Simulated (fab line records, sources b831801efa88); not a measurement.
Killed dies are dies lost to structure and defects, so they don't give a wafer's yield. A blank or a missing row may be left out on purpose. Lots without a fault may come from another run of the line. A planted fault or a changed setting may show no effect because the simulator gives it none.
fab line records | flow sky130
record lots=11 wafers=33 last_day=50
route steps=708 shown VIA2@523 CAPM@540 VIA4@660 PAD_OPEN@708
lots that met no fault: from a run of the same line without faults
start_h: hours from the record's first day to the start of the lot's first wafer shown | wait_h: hours since the lot's step before | " the same as in the row above | L1.1+2: a row that stands for several wafers | - no value, or no start given | * or withheld: withheld | < > ~ a bound
route shown NAME@n: a module of which the file shows steps, and the number in the route of the first | usual: mean/standard deviation of fault-free wafers | same: alike in all rows | chamber/n: place in a boat | sites: the reading at each site | _std_site: their standard deviation | _edge_site: outer sites' mean less inner sites' | radius_mm: how far each site lies from the wafer's centre | mask NAME#n: copy n | behind: the tool/chamber that last shaped the wafer | hold: why the lot was held/for how many hours/how that ended | device: the transistor (n, p or np) that didn't switch | end of line: the same wafers' tests at the end of the route | a step without rows: its recipe alone | killed: dies lost to structure and defects at the first sort, not the wafer's yield | map: a wafer's dies, x killed, . not, _ none there
set.NAME: the setting as run; set.NAME@STEP: as run at that earlier step | model.NAME: the simulator's own value behind a step, which no gauge read
steps of the route over a sample of lots; a table a step, a row a wafer
services: from which hour (start_h, from the record's first day; less than 0 if before it) a tool's chamber was out of use, for how many hours, and why
## steps
# step SKY_VIA2_STRIP_16
# recipe chemistry=O2/N2 power_w=1400 pressure_mtorr=1500 platen_temp_c=withheld o2_flow_sccm=3000 n2_flow_sccm=300 overash_fraction=0.5
# usual drypump_motor_current_A=5.8/0.53 n2_flow_sccm=299.9/0.92 oes_product_au=0.399/0.0041 strip_time_to_endpoint_s=4.055/0.022
# columns lot.wafer tool chamber start_h wait_h drypump_motor_current_A n2_flow_sccm oes_product_au rf_hours_counter_h strip_time_to_endpoint_s
L985.1 plasma_asher-02 0 873.01 0.0 5.0 301.3 0.404 71 4.054
L985.5 " 1 " " 6.2 300.2 0.407 - 4.064
L985.6 " 0 " " 5.0 299.8 0.405 - 4.092
L987.2 plasma_asher-02 1 883.01 0.0 6.2 300.8 0.396 72 4.100
L987.3 " 0 " " 5.0 300.8 0.400 - 4.082
L987.4 " 1 " " 6.2 299.7 0.402 - 4.086
L988.1 plasma_asher-02 1 884.04 0.0 6.2 300.7 0.391 72 4.080
L988.2 " 0 " " 5.0 299.5 0.401 72 4.074
L988.6 " 1 " " 6.2 300.0 0.402 - 4.055
L989.2 plasma_asher-02 1 892.86 0.0 6.2 299.8 0.403 73 4.067
L989.4 " 1 " " 6.2 300.8 0.398 - 4.091
L989.6 " 0 " " 5.0 300.5 0.393 - 4.081
L991.3 plasma_asher-02 0 908.37 0.1 5.0 301.0 0.390 - 4.040
L991.4 " 1 " " 6.2 297.9 0.401 - 4.061
L991.5 " 0 " " 5.0 299.7 0.395 - 4.044
L992.3 plasma_asher-03 0 912.17 0.1 6.5 300.2 0.400 - 4.070
L992.4 " 1 " " 5.9 300.7 0.407 - 4.059
L992.6 " 0 " " 6.5 300.0 0.401 - 4.080
L993.1 plasma_asher-03 0 925.64 0.0 6.5 300.8 0.396 112 4.027
L993.2 " 1 " " 5.9 299.7 0.400 112 4.040
L993.5 " 0 " " 6.4 301.3 0.398 - 4.057
L999.4 plasma_asher-02 0 981.17 0.1 5.0 300.6 0.405 - 4.072
L999.5 " 0 " " 5.0 300.4 0.395 - 4.050
L999.6 " 1 " " 6.2 300.2 0.398 - 4.064
L101.4 plasma_asher-02 1 982.33 0.0 6.2 299.5 0.407 - 4.034
L101.5 " 1 " " 6.2 299.3 0.398 - 4.026
L101.6 " 0 " " 5.0 299.5 0.398 - 4.054
L998.2 plasma_asher-02 0 982.92 0.0 5.0 299.5 0.398 82 4.040
L998.4 " 1 " " 6.2 301.2 0.394 - 4.061
L998.5 " 0 " " 5.0 299.7 0.399 - 4.036
L106.1 plasma_asher-01 0 1023.94 0.0 5.4 299.2 0.393 26 4.042
L106.2 " 1 " " 5.9 299.0 0.402 26 4.013
L106.5 " 1 " " 5.9 300.3 0.398 - 4.003
# step SKY_CAPM_RS_MEAS_03
# recipe thk_meas_gauge=four-point-probe reads=TiN_of_CAPM_SPUTTER_02
# usual CAPM_TIN_RS=6.90/0.063
# columns lot.wafer tool chamber start_h wait_h CAPM_TIN_RS[ohm/sq]
L985.1 film_metro-04 - 874.66 0.1 6.95
L985.5 " - " " 6.92
L985.6 " - " " 7.02
L987.2 film_metro-04 - 884.72 0.1 6.82
L987.3 " - " " 6.78
L987.4 " - " " 6.83
L988.1 film_metro-04 - 885.69 0.1 6.94
L988.2 " - " " 6.94
L988.6 " - " " 6.96
L989.2 film_metro-01 - 894.50 0.1 6.87
L989.4 " - " " 6.87
L989.6 " - " " 6.84
L991.3 film_metro-01 - 910.13 0.1 6.82
L991.4 " - " " 6.88
L991.5 " - " " 6.86
L992.3 film_metro-01 - 913.80 0.1 6.96
L992.4 " - " " 6.94
L992.6 " - " " 6.93
L993.1 film_metro-03 - 927.68 0.1 6.87
L993.2 " - " " 6.93
L993.5 " - " " 6.89
L999.4 film_metro-03 - 982.92 0.1 6.84
L999.5 " - " " 6.79
L999.6 " - " " 6.84
L101.4 film_metro-04 - 984.00 0.1 6.80
L101.5 " - " " 6.90
L101.6 " - " " 6.89
L998.2 film_metro-03 - 984.56 0.1 7.00
L998.4 " - " " 6.96
L998.5 " - " " 7.00
L106.1 film_metro-04 - 1025.55 0.1 6.85
L106.2 " - " " 6.91
L106.5 " - " " 6.88
# step SKY_CAPM_STRIP_14
# recipe chemistry=O2/N2 power_w=1400 pressure_mtorr=1500 platen_temp_c=withheld o2_flow_sccm=3000 n2_flow_sccm=300 overash_fraction=0.5
# usual drypump_motor_current_A=5.8/0.45 n2_flow_sccm=300.0/0.83 oes_product_au=0.710/0.0041 strip_time_to_endpoint_s=12.68/0.039
# columns lot.wafer tool chamber start_h wait_h drypump_motor_current_A n2_flow_sccm oes_product_au rf_hours_counter_h strip_time_to_endpoint_s
L985.1 plasma_asher-01 0 900.10 0.1 5.4 299.5 0.717 14 12.66
L985.5 " 0 " " 5.4 300.7 0.709 - 12.66
L985.6 " 1 " " 5.9 298.7 0.711 - 12.63
L987.2 plasma_asher-01 0 909.99 0.1 5.4 300.2 0.705 15 12.64
L987.3 " 1 " " 5.9 300.7 0.708 - 12.61
L987.4 " 0 " " 5.4 299.2 0.711 - 12.61
L988.1 plasma_asher-01 0 910.59 0.1 5.4 299.2 0.709 15 12.64
L988.2 " 1 " " 5.9 299.7 0.709 15 12.68
L988.6 " 0 " " 5.4 301.5 0.711 - 12.70
L989.2 plasma_asher-04 1 918.92 0.1 6.2 298.9 0.704 48 12.76
L989.4 " 1 " " 6.3 298.5 0.707 - 12.65
L989.6 " 1 " " 6.2 299.5 0.712 - 12.74
L991.3 plasma_asher-02 0 935.00 0.1 5.0 300.1 0.708 - 12.66
L991.4 " 1 " " 6.2 300.0 0.716 - 12.67
L991.5 " 1 " " 6.2 299.0 0.715 - 12.68
L992.3 plasma_asher-04 1 937.85 0.1 6.2 300.8 0.704 - 12.68
L992.4 " 0 " " 6.2 300.4 0.708 - 12.68
L992.6 " 1 " " 6.2 300.8 0.714 - 12.70
L993.1 plasma_asher-04 0 952.19 0.1 6.2 300.7 0.704 51 12.67
L993.2 " 1 " " 6.2 299.5 0.707 51 12.74
L993.5 " 1 " " 6.2 299.2 0.712 - 12.72
L999.4 plasma_asher-04 1 1006.45 0.1 6.2 300.1 0.706 - 12.68
L999.5 " 1 " " 6.2 300.5 0.712 - 12.67
L999.6 " 0 " " 6.3 301.3 0.712 - 12.69
L101.4 plasma_asher-01 1 1007.33 0.1 5.9 301.3 0.716 - 12.73
L101.5 " 0 " " 5.4 299.2 0.715 - 12.73
L101.6 " 1 " " 5.9 300.0 0.713 - 12.69
L998.2 plasma_asher-02 0 1007.94 0.1 5.0 299.3 0.712 85 12.74
L998.4 " 1 " " 6.2 299.6 0.712 - 12.74
L998.5 " 0 " " 5.0 299.5 0.711 - 12.72
L106.1 plasma_asher-01 0 1047.47 0.1 5.4 300.9 0.711 28 12.70
L106.2 " 1 " " 5.9 301.4 0.711 28 12.70
L106.5 " 0 " " 5.4 301.5 0.714 - 12.72
# step SKY_VIA4_CMP_21
# recipe stop_on=SiO2 t_overpolish_s=25 down_force_psi=3.5 platen_rpm=60 target_thk_nm=0 pad_velocity_m_s=0.94248
# usual motor_current_A=11.7/1.4 overpolish_run_s=25.000/0.0099 retaining_ring_pressure_frac=1.001/0.0051 time_to_endpoint_s=123/4.4
# columns lot.wafer tool chamber start_h wait_h motor_current_A overpolish_run_s retaining_ring_pressure_frac time_to_endpoint_s
L985.1 cmp-01 0 1027.13 0.2 10.1 24.991 0.997 119
L985.5 " 1 " " 10.2 25.005 0.996 120
L985.6 " 2 " " 12.5 25.016 0.994 123
L987.4 cmp-02 1 1035.70 0.1 12.3 24.991 1.003 128
L987.3 " 2 " " 13.3 24.995 0.999 125
L987.2 " 3 " " 12.4 25.023 0.994 122
L988.1 cmp-02 3 1036.72 0.1 11.7 24.982 0.998 122
L988.2 " 0 " " 10.5 25.009 1.003 122
L988.6 " 1 " " 11.4 25.003 0.998 123
L989.2 cmp-01 3 1041.68 0.1 12.7 25.007 1.001 124
L989.4 " 1 " " 10.0 25.004 1.003 123
L989.6 " 3 " " 13.1 25.000 0.995 126
L991.3 cmp-01 3 1058.95 0.0 13.8 25.002 1.005 118
L991.4 " 0 " " 9.6 24.986 1.000 119
L991.5 " 0 " " 10.0 25.011 0.998 114
L992.4 cmp-01 1 1059.90 0.0 10.2 25.004 1.001 121
L992.3 " 0 " " 10.0 25.020 0.994 124
L992.6 " 2 " " 13.2 25.007 1.008 116
L993.1 cmp-01 3 1072.38 0.1 14.1 25.001 0.999 123
L993.2 " 0 " " 10.8 25.002 1.002 122
L993.5 " 0 " " 9.9 25.000 1.001 126
L999.4 cmp-02 0 1120.35 0.1 10.5 25.005 0.999 124
L999.5 " 3 " " 12.0 25.007 0.989 128
L999.6 " 0 " " 10.0 25.006 1.002 127
L101.4 cmp-02 0 1120.65 0.1 10.4 24.993 1.001 128
L101.6 " 3 " " 12.2 25.014 0.997 126
L101.5 " 0 " " 11.1 24.982 0.997 122
L998.4 cmp-01 1 1123.08 0.0 9.4 25.002 1.012 118
L998.2 " 2 " " 12.0 24.990 1.009 120
L998.5 " 2 " " 13.5 24.985 1.001 123
L106.2 cmp-02 0 1153.63 0.0 10.4 25.019 1.006 128
L106.1 " 2 " " 13.6 25.013 1.002 127
L106.5 " 0 " " 10.4 25.010 1.000 125
# step SKY_PAD_OPEN_PROBE_99
# usual defect_limited_yield=82.5/2.1 killed_at_M0_to_M3=43/6.8 killed_at_M4_up=3.2/1.7 killed_at_contacts=24/5.6 killed_at_front_end=15/4.7 killed_at_other=0.3/0.59 killed_dies=86/10 killed_open=47/6.8 killed_short=39/6.4 sort_bin_3_pad_short=0.9/0.42 sort_bin_5_function=10.5/1.6 sort_bin_6_memory=6.2/1.1 sort_n_pass=406/10 sort_yield_pct=82.5/2.1
# same gross_dies=492 killed_at_back_side=0 sort_bin_4_leakage[%]=0 sort_bin_8_speed[%]=0
# columns lot.wafer tool chamber start_h wait_h defect_limited_yield[%] killed_at_M0_to_M3 killed_at_M4_up killed_at_contacts killed_at_front_end killed_at_other killed_dies killed_open killed_short sort_bin_3_pad_short[%] sort_bin_5_function[%] sort_bin_6_memory[%] sort_n_pass sort_yield_pct[%]
L992.3 prober-01 - 1125.60 0.2 82.1 38 3 32 15 0 88 46 42 0.6 10.4 6.9 404 82.1
L992.4 prober-01 - 1125.65 0.2 84.1 34 3 32 9 0 78 43 34 0.8 10.2 4.9 414 84.1
L992.6 prober-01 - 1125.75 0.2 84.3 47 3 16 11 0 77 43 32 0.4 10.0 5.3 415 84.3
L993.1 prober-02 - 1135.69 0.1 81.5 49 2 28 12 0 91 50 41 0.8 10.8 6.9 401 81.5
L993.2 prober-02 - 1135.74 0.1 83.5 36 4 25 15 1 81 48 33 0.4 9.1 6.9 411 83.5
L993.5 prober-02 - 1135.89 0.2 81.9 40 0 31 18 0 89 46 42 0.8 11.6 5.7 403 81.9
L999.4 prober-01 - 1179.13 0.2 76.0 75 2 18 23 0 118 42 31 3.5 14.8 5.7 374 76.0
L999.5 prober-01 - 1179.18 0.2 71.3 77 7 29 28 0 141 56 37 4.5 18.1 6.1 351 71.3
L999.6 prober-01 - 1179.23 0.2 80.7 54 1 25 15 0 95 41 31 2.6 10.8 5.9 397 80.7
L101.4 prober-02 - 1180.71 0.2 80.5 54 1 25 16 0 96 40 36 2.2 11.0 6.3 396 80.5
L101.5 prober-02 - 1180.76 0.2 79.5 67 1 23 10 0 101 40 38 2.0 13.0 5.5 391 79.5
L101.6 prober-02 - 1180.81 0.2 78.9 73 1 21 9 0 104 27 30 3.0 12.4 5.7 388 78.9
L998.2 prober-01 - 1182.11 0.1 77.0 82 1 22 8 0 113 32 34 3.0 14.4 5.5 379 77.0
L998.4 prober-01 - 1182.21 0.2 78.9 65 4 18 17 0 104 45 39 2.2 13.2 5.7 388 78.9
L998.5 prober-01 - 1182.26 0.2 73.6 86 4 26 14 0 130 43 39 4.1 17.1 5.3 362 73.6
# killed by level:class
L992.3 CONTACT:geometric_particle:open=13 VIA1:geometric_particle:open=8 LI_CONTACT:geometric_particle:open=8 LOCAL_INTERCONNECT:geometric_particle:short=7 FIELD_ISO:geometric_particle:open=5 METAL1:geometric_particle:short=5 VIA3:geometric_particle:open=4 VIA1:geometric_particle:short=4
L992.4 CONTACT:geometric_particle:open=14 VIA1:geometric_particle:open=9 LI_CONTACT:geometric_particle:open=7 METAL1:geometric_particle:short=5 CONTACT:geometric_particle:short=5 VIA3:geometric_particle:open=5 FIELD_ISO:geometric_particle:short=4 VIA1:geometric_particle:short=4
L992.6 VIA1:geometric_particle:open=12 VIA3:geometric_particle:open=10 CONTACT:geometric_particle:open=7 METAL1:geometric_particle:short=5 METAL1:geometric_particle:open=3 POLY_GATE:geometric_particle:short=3 LI_CONTACT:geometric_particle:open=3 CONTACT:geometric_particle:short=3
L993.1 CONTACT:geometric_particle:open=11 VIA1:geometric_particle:open=10 LI_CONTACT:geometric_particle:open=9 METAL1:geometric_particle:short=9 METAL2:geometric_particle:short=6 VIA2:geometric_particle:open=5 VIA3:geometric_particle:open=4 LI_CONTACT:geometric_particle:short=4
L993.2 VIA2:geometric_particle:open=7 POLY_GATE:geometric_particle:open=6 LI_CONTACT:geometric_particle:open=6 VIA1:geometric_particle:open=6 VIA3:geometric_particle:open=5 CONTACT:geometric_particle:open=5 METAL1:geometric_particle:short=4 LI_CONTACT:geometric_particle:short=4
L993.5 CONTACT:geometric_particle:open=12 LI_CONTACT:geometric_particle:open=11 VIA1:geometric_particle:short=9 METAL1:geometric_particle:short=6 VIA2:geometric_particle:open=6 VIA3:geometric_particle:open=6 POLY_GATE:geometric_particle:short=5 SPACER:geometric_particle:short=4
L999.4 VIA2:unspecified=45 VIA1:geometric_particle:open=9 CONTACT:geometric_particle:open=9 FIELD_ISO:geometric_particle:open=7 POLY_GATE:geometric_particle:open=5 POLY_GATE:geometric_particle:short=5 LOCAL_INTERCONNECT:geometric_particle:short=5 METAL2:geometric_particle:short=4
L999.5 VIA2:unspecified=48 CONTACT:geometric_particle:open=13 VIA1:geometric_particle:open=9 FIELD_ISO:geometric_particle:open=8 POLY_GATE:geometric_particle:open=8 CONTACT:geometric_particle:short=8 METAL4:geometric_particle:short=6 LI_CONTACT:geometric_particle:open=5
L999.6 VIA2:unspecified=23 CONTACT:geometric_particle:open=14 VIA1:geometric_particle:open=7 POLY_GATE:geometric_particle:short=5 FIELD_ISO:geometric_particle:short=4 LI_CONTACT:geometric_particle:open=4 LOCAL_INTERCONNECT:geometric_particle:short=4 METAL1:geometric_particle:short=4
L101.4 VIA2:unspecified=20 CONTACT:geometric_particle:open=10 LOCAL_INTERCONNECT:geometric_particle:short=6 VIA1:geometric_particle:open=6 VIA2:geometric_particle:open=6 FIELD_ISO:geometric_particle:short=4 POLY_GATE:geometric_particle:open=4 METAL2:geometric_particle:short=4
L101.5 VIA2:unspecified=23 VIA3:geometric_particle:open=9 METAL2:geometric_particle:short=9 CONTACT:geometric_particle:open=8 LI_CONTACT:geometric_particle:open=6 LOCAL_INTERCONNECT:geometric_particle:short=6 VIA1:geometric_particle:open=5 VIA1:geometric_particle:short=5
L101.6 VIA2:unspecified=47 METAL2:geometric_particle:short=11 LOCAL_INTERCONNECT:geometric_particle:short=7 CONTACT:geometric_particle:open=7 LI_CONTACT:geometric_particle:open=6 VIA3:geometric_particle:open=5 POLY_GATE:geometric_particle:open=3 METAL1:geometric_particle:short=3
L998.2 VIA2:unspecified=47 LI_CONTACT:geometric_particle:open=7 LOCAL_INTERCONNECT:geometric_particle:short=6 VIA3:geometric_particle:open=6 VIA1:geometric_particle:open=5 METAL2:geometric_particle:short=5 POLY_GATE:geometric_particle:short=4 CONTACT:geometric_particle:open=4
L998.4 VIA2:unspecified=20 VIA3:geometric_particle:open=10 VIA1:geometric_particle:open=8 METAL2:geometric_particle:short=8 CONTACT:geometric_particle:open=6 LI_CONTACT:geometric_particle:open=5 POLY_GATE:geometric_particle:short=5 POLY_GATE:geometric_particle:open=4
L998.5 VIA2:unspecified=48 LOCAL_INTERCONNECT:geometric_particle:short=8 LI_CONTACT:geometric_particle:open=7 VIA1:geometric_particle:open=7 METAL2:geometric_particle:short=7 METAL1:geometric_particle:short=6 VIA3:geometric_particle:open=6 CONTACT:geometric_particle:open=6
## services
# columns tool chamber start_h hours kind
plasma_asher-03 - 868.46 1.5 repair
plasma_asher-01 - 887.01 5.1 repair
cmp-01 - 903.06 1.9 repair
cmp-02 - 909.36 3.7 repair
cmp-01 - 918.48 4.0 pm
cmp-01 - 922.48 - consumable_replace:conditioner
cmp-01 - 922.48 - consumable_replace:pad
plasma_asher-01 - 938.58 1.5 repair
cmp-02 - 944.08 5.3 pm
cmp-01 - 951.34 1.1 repair
cmp-01 - 951.41 1.3 repair
plasma_asher-03 - 962.74 0.6 repair
plasma_asher-01 - 981.27 4.0 pm
plasma_asher-03 - 986.19 2.8 pm
plasma_asher-04 - 1007.02 12.2 pm
cmp-02 - 1012.77 1.6 repair
cmp-02 - 1042.36 1.5 repair
plasma_asher-03 - 1045.14 2.0 repair
plasma_asher-03 - 1055.25 9.0 pm
cmp-02 - 1084.00 4.0 pm
cmp-02 - 1088.00 - consumable_replace:conditioner
plasma_asher-01 - 1097.46 8.4 repair
plasma_asher-02 - 1119.09 2.8 pm
cmp-02 - 1151.65 1.5 repair
## key
first_sign step=SKY_PAD_OPEN_PROBE_99 reading=sort_bin_3_pad_short direction=up sigmas=5.1 usual=0.9 struck=3.0
effect step=SKY_PAD_OPEN_PROBE_99 reading=killed_at_M0_to_M3 direction=up sigmas=4 usual=43 struck=70
met_at SKY_VIA2_STRIP_16
struck_lots L998,L999,L101
not_acting_at SKY_CAPM_RS_MEAS_03,SKY_CAPM_STRIP_14,SKY_VIA4_CMP_21
onset_between 908.37 981.17
fault kind=chamber_particle_source tool=plasma_asher-02 chamber=- onset_h=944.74 steps=SKY_VIA2_STRIP_16 rate_per_visit_cm2=1.4407 end_h=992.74
